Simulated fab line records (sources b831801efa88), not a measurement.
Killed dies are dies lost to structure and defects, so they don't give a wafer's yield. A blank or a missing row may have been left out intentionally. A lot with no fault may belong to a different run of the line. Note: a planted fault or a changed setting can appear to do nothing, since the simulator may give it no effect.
fab line records	flow gf180mcu
record lots=6	wafers=18	last_day=34
route steps=602 shown HV_LDD@218
lots that met no fault: taken from a fault-free run of the same line
start_h: hours from the record's opening day to when the first of the lot's shown wafers began	wait_h: hours from the lot's prior step to this one	" same as the row above	L1.1+2: a row that stands for several wafers	- no value present, or no start provided	* or withheld: withheld	< > ~ a bound
route shown NAME@n: a module of which the file shows steps, and the number in the route of the first	usual: mean/standard deviation taken from wafers without a fault	same: alike in all rows	chamber/n: place in a boat	sites: the reading at each site	_std_site: standard deviation across them	_edge_site: the outer-site mean with the inner-site mean subtracted	radius_mm: how far each site lies from the wafer's centre	mask NAME#n: copy n	behind: tool/chamber where the wafer was last shaped	hold: reason for holding the lot/hours on hold/outcome of the hold	device: which transistor (n, p or np) failed to switch	end of line: the same wafers' tests at the end of the route	where a step has no rows: the recipe by itself	killed: count of dies lost to structure and defects at first sort (not the wafer's yield)	map: the dies of a wafer, with x for killed, . for not killed, _ for no die there
set.NAME: the setting that was run; set.NAME@STEP: the one run at that earlier step	model.NAME: the simulator's own value behind a step, which no gauge read
certain route steps with their lots: each step a table, each wafer a row
services: from which hour (start_h, from the record's first day; less than 0 if before it) a tool's chamber was out of use, for how many hours, and why
## steps
# step GF_HV_LDD_SOFTBAKE_42
# recipe temp_c=90	time_s=60	resist=NOVOLAK
# step GF_HV_LDD_EXPOSE_43
# recipe mask_id=Pplus_HV_AREA	target_cd_nm=400	na=0.6	source_shape=conventional	sigma_outer=0.6	dose_mj=140
# step GF_HV_LDD_PEB_44
# recipe temp_c=withheld	time_s=*	resist=NOVOLAK
# step GF_HV_LDD_DEVELOP_45
# recipe develop_time_s=60	dev_temp_c=23.49
# step GF_HV_LDD_CD_MEAS_46
# recipe target_cd_nm=400
# usual cd_nm=398.9/2.2
lot.wafer	tool	chamber	start_h	wait_h	cd_nm
L114.1	cd_sem-01	-	334.94	0.1	399.8
L114.2	"	-	"	"	397.7
L114.6	"	-	"	"	400.6
L115.2	cd_sem-02	-	341.75	0.1	396.3
L115.3	"	-	"	"	400.1
L115.5	"	-	"	"	399.4
L116.3	cd_sem-01	-	353.63	0.1	401.7
L116.4	"	-	"	"	402.0
L116.5	"	-	"	"	400.9
L124.4	cd_sem-01	-	427.53	0.1	400.6
L124.5	"	-	"	"	400.9
L124.6	"	-	"	"	398.9
L128.4	cd_sem-02	-	454.88	0.1	399.0
L128.5	"	-	"	"	398.1
L128.6	"	-	"	"	398.0
L129.2	cd_sem-01	-	459.09	0.1	401.0
L129.5	"	-	"	"	400.6
L129.6	"	-	"	"	398.6
# step GF_HV_LDD_OVL_MEAS_47
# usual HV_LDD_03_OVL=0.1/1.1
lot.wafer	tool	chamber	start_h	wait_h	HV_LDD_03_OVL[nm]
L114.1	overlay-01	-	335.06	0.1	0.6
L114.2	"	-	"	"	0.2
L114.6	"	-	"	"	0.3
L115.2	overlay-01	-	341.85	0.1	-1.4
L115.3	"	-	"	"	-1.5
L115.5	"	-	"	"	-1.3
L116.3	overlay-01	-	353.72	0.1	2.3
L116.4	"	-	"	"	0.0
L116.5	"	-	"	"	1.1
L124.4	overlay-02	-	427.61	0.1	-2.0
L124.5	"	-	"	"	-1.0
L124.6	"	-	"	"	-0.1
L128.4	overlay-02	-	454.96	0.1	2.7
L128.5	"	-	"	"	1.4
L128.6	"	-	"	"	2.6
L129.2	overlay-02	-	459.20	0.1	-1.5
L129.5	"	-	"	"	-0.1
L129.6	"	-	"	"	-0.3
# step GF_HV_LDD_IMPLANT_48
# recipe species=B	energy_kev=25	dose_cm2=3e+13	tilt_deg=7
# step GF_HV_LDD_STRIP_49
# recipe chemistry=O2/N2	power_w=1400	pressure_mtorr=1500	platen_temp_c=250	o2_flow_sccm=3000	n2_flow_sccm=300	overash_fraction=0.5
# usual drypump_motor_current_A=5.9/0.43	heater_power_w=347/34	n2_flow_sccm=300.0/0.85	oes_product_au=0.716/0.0047	strip_time_to_endpoint_s=12.63/0.037
lot.wafer	tool	chamber	start_h	wait_h	drypump_motor_current_A	heater_power_w	n2_flow_sccm	oes_product_au	rf_hours_counter_h	strip_time_to_endpoint_s
L114.1	plasma_asher-02	1	335.24	0.1	5.8	405	300.1	0.715	69	12.58
L114.2	"	0	"	"	5.6	397	300.3	0.719	69	12.59
L114.6	"	1	"	"	5.8	422	300.2	0.712	-	12.60
L115.2	plasma_asher-03	0	342.03	0.1	5.5	313	301.3	0.711	59	12.61
L115.3	"	1	"	"	5.5	320	299.9	0.720	-	12.61
L115.5	"	0	"	"	5.5	311	300.8	0.717	-	12.66
L116.3	plasma_asher-01	1	353.93	0.1	6.2	345	299.6	0.719	-	12.58
L116.4	"	0	"	"	6.6	328	299.8	0.712	-	12.62
L116.5	"	0	"	"	6.6	332	301.1	0.720	-	12.59
L124.4	plasma_asher-03	0	427.81	0.1	5.4	310	299.1	0.715	-	12.64
L124.5	"	0	"	"	5.5	315	300.2	0.719	-	12.64
L124.6	"	1	"	"	5.5	327	299.6	0.708	-	12.63
L128.4	plasma_asher-03	0	455.16	0.1	5.5	314	299.7	0.717	-	12.58
L128.5	"	0	"	"	5.5	319	300.7	0.716	-	12.63
L128.6	"	1	"	"	5.5	321	299.8	0.713	-	12.59
L129.2	plasma_asher-01	0	459.38	0.1	6.6	334	299.1	0.718	37	12.65
L129.5	"	0	"	"	6.6	328	299.8	0.714	-	12.64
L129.6	"	1	"	"	6.2	341	300.2	0.701	-	12.64
# step GF_HV_LDD_TW_MEAS_50
# usual HV_LDD_4_TW=564/5.9
lot.wafer	tool	chamber	start_h	wait_h	HV_LDD_4_TW
L114.1	film_metro-04	-	335.37	0.1	559
L114.2	"	-	"	"	557
L114.6	"	-	"	"	562
L115.2	film_metro-04	-	342.14	0.1	561
L115.3	"	-	"	"	561
L115.5	"	-	"	"	558
L116.3	film_metro-01	-	354.01	0.1	563
L116.4	"	-	"	"	563
L116.5	"	-	"	"	561
L124.4	film_metro-03	-	427.91	0.1	572
L124.5	"	-	"	"	575
L124.6	"	-	"	"	573
L128.4	film_metro-01	-	455.26	0.1	554
L128.5	"	-	"	"	557
L128.6	"	-	"	"	559
L129.2	film_metro-01	-	459.49	0.1	562
L129.5	"	-	"	"	564
L129.6	"	-	"	"	563
# step GF_HV_LDD_CLEAN_51
# recipe chemistry=SC1/SC2	mix=1:4:20	temp_c=70	time_s=150	dry=n2_spin
# step GF_HV_LDD_RTA_52
# recipe temp_c=1000	time_s=10	ambient=N2
# usual lamp_power_pct=30/3.1	wafer_temp_C_max=1003.5/1
# same time_s=10
lot.wafer	tool	chamber	start_h	wait_h	lamp_power_pct	wafer_temp_C_max
L114.1	rtp_anneal-02	0	335.48	0.0	27	1002.1
L114.2	"	0	"	"	27	1002.3
L114.6	"	0	"	"	27	1002.2
L115.2	rtp_anneal-01	0	342.25	0.0	33	1004.7
L115.3	"	0	"	"	33	1003.9
L115.5	"	0	"	"	33	1005.4
L116.3	rtp_anneal-02	0	354.13	0.0	27	1002.8
L116.4	"	0	"	"	27	1002.8
L116.5	"	0	"	"	27	1001.8
L124.4	rtp_anneal-02	0	428.02	0.0	27	1002.9
L124.5	"	0	"	"	27	1003.3
L124.6	"	0	"	"	27	1004.0
L128.4	rtp_anneal-02	0	455.37	0.0	27	1003.5
L128.5	"	0	"	"	27	1002.3
L128.6	"	0	"	"	27	1002.0
L129.2	rtp_anneal-02	0	459.60	0.0	27	1003.7
L129.5	"	0	"	"	27	1003.2
L129.6	"	0	"	"	27	1005.3
# step GF_HV_LDD_RS_MEAS_53
# recipe thk_meas_gauge=four-point-probe
# usual HV_LDD_RS=418.2/0.83
lot.wafer	tool	chamber	start_h	wait_h	HV_LDD_RS[ohm/sq]
L114.1	film_metro-04	-	335.60	0.1	418.6
L114.2	"	-	"	"	419.1
L114.6	"	-	"	"	418.9
L115.2	film_metro-01	-	342.33	0.1	418.8
L115.3	"	-	"	"	419.5
L115.5	"	-	"	"	418.4
L116.3	film_metro-04	-	354.21	0.1	418.5
L116.4	"	-	"	"	418.7
L116.5	"	-	"	"	418.8
L124.4	film_metro-01	-	428.12	0.1	417.3
L124.5	"	-	"	"	417.1
L124.6	"	-	"	"	417.2
L128.4	film_metro-04	-	455.46	0.1	418.6
L128.5	"	-	"	"	419.7
L128.6	"	-	"	"	419.7
L129.2	film_metro-04	-	459.67	0.1	417.3
L129.5	"	-	"	"	417.1
L129.6	"	-	"	"	416.5
# step GF_HV_LDD_CVD_54
# recipe material=SiO2	target_thk_nm=10	precursor=TEOS	temp_c=680	time_s=75	pressure_mtorr=400
# usual pressure_mtorr=399.9/0.81	spike_tc_bottom_C=700.8/1.2	time_s=75/0	zone_power_centre_pct=10.7/0.42
lot.wafer	tool	chamber	start_h	wait_h	pressure_mtorr	spike_tc_bottom_C	time_s	zone_power_centre_pct
L114.1	lpcvd-01	0	335.72	0.1	401.7	700.3	75	10.3
L114.2	"	0	"	"	399.8	701.5	75	10.2
L114.6	"	0	"	"	400.3	701.1	75	10.3
L115.2	lpcvd-02	0	342.43	0.1	-	-	-	-
L115.3	"	0	"	"	-	-	-	-
L115.5	"	0	"	"	-	-	-	-
L116.3	lpcvd-01	1	354.29	0.1	-	-	-	-
L116.4	"	1	"	"	-	-	-	-
L116.5	"	1	"	"	-	-	-	-
L124.4	lpcvd-02	1	428.18	0.0	399.8	698.2	75	10.9
L124.5	"	1	"	"	400.0	699.0	75	10.9
L124.6	"	1	"	"	399.7	700.8	75	11.0
L128.4	lpcvd-02	0	456.49	1.0	399.3	702.0	75	10.9
L128.5	"	0	"	"	400.2	701.5	75	11.2
L128.6	"	0	"	"	399.5	702.1	75	11.1
L129.2	lpcvd-01	0	459.87	0.2	399.8	700.8	75	10.2
L129.5	"	0	"	"	401.0	702.0	75	10.2
L129.6	"	0	"	"	399.8	700.5	75	10.2
# step GF_HV_LDD_CVD_56
# recipe material=Si3N4	precursor=DCS/NH3	target_thk_nm=90	temp_c=770	time_s=1509	pressure_mtorr=250
## services
tool	chamber	start_h	hours	kind
plasma_asher-01	-	326.38	4.5	repair
rtp_anneal-02	-	341.88	4.1	pm
lpcvd-01	-	386.50	14.6	pm
lpcvd-01	-	453.87	6.0	pm
## key
first_sign step=GF_HV_LDD_CVD_54	reading=tool_record	direction=missing
effect none on later readings
met_at GF_HV_LDD_CVD_54
struck_wafers L115.2,L115.3,L115.5,L116.3,L116.4,L116.5
later_rows_left_out L115.2,L115.3,L115.5,L116.3,L116.4,L116.5
sort_left_out L115.2,L115.3,L115.5,L116.3,L116.4,L116.5
tester_left_out L115,L116
onset_between 335.72 342.43
fault kind=skipped_step_whole	tool=lpcvd-01,lpcvd-02	chamber=-	onset_h=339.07	steps=GF_HV_LDD_CVD_54	scope=struck_lots_only
# tester_left_out: of these lots the tester's yield and bins aren't shown, on N5 and GAA mostly nor the transistor test; their killed dies are dies lost to structure and defects alone, not to doping, threshold or leakage, so they don't give the yield
# sort_left_out: the simulated sort isn't trusted on such a fault, so these wafers' sort isn't shown, and their yield isn't known
# later_rows_left_out: the simulator's readings of these wafers behind a module that went badly wrong aren't trusted and aren't shown, but for the sort
